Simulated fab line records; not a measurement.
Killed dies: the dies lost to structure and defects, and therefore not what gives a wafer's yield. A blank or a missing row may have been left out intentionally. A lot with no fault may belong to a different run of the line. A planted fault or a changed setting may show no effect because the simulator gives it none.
Which tool is to blame? :: flow sky130 :: Sampling: 13 lots, 39 wafers, 4 of 708 route steps

== WHAT THE GAUGES SHOWED, per wafer ==
SKY_VIA3_CD_MEAS_12: target cd 200 nm.
lot: L374
measured: day 39 20:14
on: cd sem-02
cd nm (nm): 200.1 200.5 200.1

lot: L375
measured: day 39 22:08
on: cd sem-02
cd nm (nm): 200.4 202.1 200.6

lot: L376
measured: day 40 06:37
on: cd sem-02
cd nm (nm): 200.3 202.3 201.4

lot: L377
measured: day 40 21:30
on: cd sem-01
cd nm (nm): 200.7 199.7 199.4

lot: L379
measured: day 41 05:29
on: cd sem-01
cd nm (nm): 202.2 200.8 202.6

lot: L380
measured: day 41 16:53
on: cd sem-02
cd nm (nm): 199.0 199.7 199.5

lot: L381
measured: day 42 02:26
on: cd sem-02
cd nm (nm): 198.3 198.7 197.5

lot: L384
measured: day 43 01:40
on: cd sem-01
cd nm (nm): 200.1 200.6 200.0

lot: L386
measured: day 43 09:02
on: cd sem-02
cd nm (nm): 199.3 199.2 198.2

lot: L390
measured: day 44 14:54
on: cd sem-02
cd nm (nm): 198.1 197.9 199.2

lot: L392
measured: day 45 00:05
on: cd sem-02
cd nm (nm): 202.3 200.8 201.0

lot: L393
measured: day 45 08:43
on: cd sem-01
cd nm (nm): 200.5 201.0 200.5

lot: L394
measured: day 45 09:51
on: cd sem-02
cd nm (nm): 200.7 201.4 200.7

SKY_PAD_OPEN_BOW_MEAS_13.
lot: L374
measured: day 45 22:42
on: film metro-02
PAD_OPEN_BOW (um): 61 65 61

lot: L375
measured: day 46 02:40
on: film metro-01
PAD_OPEN_BOW (um): 45 33 47

lot: L376
measured: day 46 07:29
on: film metro-01
PAD_OPEN_BOW (um): 62 65 61

lot: L377
measured: day 46 20:34
on: film metro-01
PAD_OPEN_BOW (um): 34 38 40

lot: L379
measured: day 47 04:19
on: film metro-01
PAD_OPEN_BOW (um): 56 56 58

lot: L380
measured: day 47 14:22
on: film metro-01
PAD_OPEN_BOW (um): 34 19 27

lot: L381
measured: day 47 20:42
on: film metro-01
PAD_OPEN_BOW (um): 31 46 35

lot: L384
measured: day 48 15:13
on: film metro-02
PAD_OPEN_BOW (um): 45 46 47

lot: L386
measured: day 48 20:16
on: film metro-01
PAD_OPEN_BOW (um): 50 56 59

lot: L390
measured: day 49 20:26
on: film metro-02
PAD_OPEN_BOW (um): 52 44 56

lot: L392
measured: day 50 04:40
on: film metro-01
PAD_OPEN_BOW (um): 46 44 55

lot: L393
measured: day 50 10:18
on: film metro-02
PAD_OPEN_BOW (um): 65 53 47

lot: L394
measured: day 50 11:48
on: film metro-02
PAD_OPEN_BOW (um): 37 49 52

== EACH LOT AND THE TOOL THAT RAN IT (in order: tool; ch and the chambers of the sampled wafers; start) ==
lot: L374
SKY_VIA4_CLEAN_15: wet bench-01 ch 1, day 42 23:16
SKY_PAD_OPEN_STRIP_08: plasma asher-02 ch 0,1, day 45 20:37

lot: L375
SKY_VIA4_CLEAN_15: wet bench-02 ch 1, day 43 03:50
SKY_PAD_OPEN_STRIP_08: plasma asher-03 ch 0,1, day 46 00:34

lot: L376
SKY_VIA4_CLEAN_15: wet bench-04 ch 0, day 43 09:53
SKY_PAD_OPEN_STRIP_08: plasma asher-04 ch 0,1, day 46 05:22

lot: L377
SKY_VIA4_CLEAN_15: wet bench-01 ch 0, day 43 23:05
SKY_PAD_OPEN_STRIP_08: plasma asher-02 ch 0,1, day 46 18:28

lot: L379
SKY_VIA4_CLEAN_15: wet bench-01 ch 2, day 44 09:16
SKY_PAD_OPEN_STRIP_08: plasma asher-03 ch 0,1, day 47 02:11

lot: L380
SKY_VIA4_CLEAN_15: wet bench-02 ch 3, day 44 18:31
SKY_PAD_OPEN_STRIP_08: plasma asher-03 ch 0,1, day 47 12:16

lot: L381
SKY_VIA4_CLEAN_15: wet bench-02 ch 3, day 45 02:41
SKY_PAD_OPEN_STRIP_08: plasma asher-02 ch 0,1, day 47 18:37

lot: L384
SKY_VIA4_CLEAN_15: wet bench-04 ch 0, day 45 23:32
SKY_PAD_OPEN_STRIP_08: plasma asher-03 ch 0,1, day 48 13:04

lot: L386
SKY_VIA4_CLEAN_15: wet bench-04 ch 1, day 46 05:56
SKY_PAD_OPEN_STRIP_08: plasma asher-03 ch 0,1, day 48 18:10

lot: L390
SKY_VIA4_CLEAN_15: wet bench-01 ch 2, day 47 09:20
SKY_PAD_OPEN_STRIP_08: plasma asher-03 ch 0,1, day 49 18:20

lot: L392
SKY_VIA4_CLEAN_15: wet bench-01 ch 1, day 47 18:29
SKY_PAD_OPEN_STRIP_08: plasma asher-03 ch 1, day 50 02:32

lot: L393
SKY_VIA4_CLEAN_15: wet bench-01 ch 0, day 48 01:32
SKY_PAD_OPEN_STRIP_08: plasma asher-04 ch 0,1, day 50 08:11

lot: L394
SKY_VIA4_CLEAN_15: wet bench-02 ch 1, day 48 02:16
SKY_PAD_OPEN_STRIP_08: plasma asher-04 ch 0,1, day 50 08:52
- SKY_VIA4_CLEAN_15: cleans in IPA, time 180 s.
- SKY_PAD_OPEN_STRIP_08: strips in O2/N2.

== AS READ BY THE TOOLS THEMSELVES (means over the sampled wafers that have a number; for cases with no such wafer, the mark the record gives instead) ==
SKY_PAD_OPEN_STRIP_08.
lot: L374
tool: plasma asher-02
drypump motor current A (A): 5.3
n2 flow sccm (sccm): 300.0
o2 flow sccm (sccm): 3000
oes product au (a.u.): 0.664
strip time to endpoint s (s): 37.19

lot: L375
tool: plasma asher-03
drypump motor current A (A): 5.7
n2 flow sccm (sccm): 300.1
o2 flow sccm (sccm): 3003
oes product au (a.u.): 0.664
strip time to endpoint s (s): 37.10

lot: L376
tool: plasma asher-04
drypump motor current A (A): 5.8
n2 flow sccm (sccm): 299.8
o2 flow sccm (sccm): 3003
oes product au (a.u.): 0.661
strip time to endpoint s (s): 36.95

lot: L377
tool: plasma asher-02
drypump motor current A (A): 5.4
n2 flow sccm (sccm): 300.1
o2 flow sccm (sccm): 2993
oes product au (a.u.): 0.665
strip time to endpoint s (s): 37.15

lot: L379
tool: plasma asher-03
drypump motor current A (A): 5.5
n2 flow sccm (sccm): 300.3
o2 flow sccm (sccm): 2991
oes product au (a.u.): 0.662
strip time to endpoint s (s): 37.00

lot: L380
tool: plasma asher-03
drypump motor current A (A): 5.7
n2 flow sccm (sccm): 300.5
o2 flow sccm (sccm): 2997
oes product au (a.u.): 0.662
strip time to endpoint s (s): 37.02

lot: L381
tool: plasma asher-02
drypump motor current A (A): 5.4
n2 flow sccm (sccm): 300.0
o2 flow sccm (sccm): 3000
oes product au (a.u.): 0.660
strip time to endpoint s (s): 37.07

lot: L384
tool: plasma asher-03
drypump motor current A (A): 5.5
n2 flow sccm (sccm): 301.2
o2 flow sccm (sccm): 2996
oes product au (a.u.): 0.664
strip time to endpoint s (s): 37.11

lot: L386
tool: plasma asher-03
drypump motor current A (A): 5.5
n2 flow sccm (sccm): 300.5
o2 flow sccm (sccm): 2995
oes product au (a.u.): 0.663
strip time to endpoint s (s): 36.93

lot: L390
tool: plasma asher-03
drypump motor current A (A): 5.5
n2 flow sccm (sccm): 299.8
o2 flow sccm (sccm): 3003
oes product au (a.u.): 0.663
strip time to endpoint s (s): 37.02

lot: L392
tool: plasma asher-03
drypump motor current A (A): 5.2
n2 flow sccm (sccm): 299.7
o2 flow sccm (sccm): 2999
oes product au (a.u.): 0.661
strip time to endpoint s (s): 37.09

lot: L393
tool: plasma asher-04
drypump motor current A (A): 6.0
n2 flow sccm (sccm): 300.0
o2 flow sccm (sccm): 2988
oes product au (a.u.): 0.662
strip time to endpoint s (s): 36.97

lot: L394
tool: plasma asher-04
drypump motor current A (A): 6.0
n2 flow sccm (sccm): 299.9
o2 flow sccm (sccm): 3009
oes product au (a.u.): 0.663
strip time to endpoint s (s): 37.02

== THE ANSWER, worked out from the rows above alone ==
Rule: the usual values come from the lots themselves. The widest of any qualifying gaps counts: lots, ordered by their means at a reading, are off when they make up no more than a third of the lots, leave a main group of 4 or more, and stand apart from it by 3 or more times the standard deviation of that group's means. A main group whose means are all the same, to the digits that the tables above print for the reading, isn't used. A lot without any number at a reading at which 4 lots or more have one is off too. The other lots that the step has rows for count as sound. The gauges are gone through in route order, then the tools' own readings, and for those a lot's mean is taken as printed above. The first step at which some lot is off is used, and at that step the reading that is off furthest; a lot without a number counts as furthest.
None of the lots is off at any reading shown; this tells nothing.

== WHAT THE SIMULATOR HAD PUT IN ==
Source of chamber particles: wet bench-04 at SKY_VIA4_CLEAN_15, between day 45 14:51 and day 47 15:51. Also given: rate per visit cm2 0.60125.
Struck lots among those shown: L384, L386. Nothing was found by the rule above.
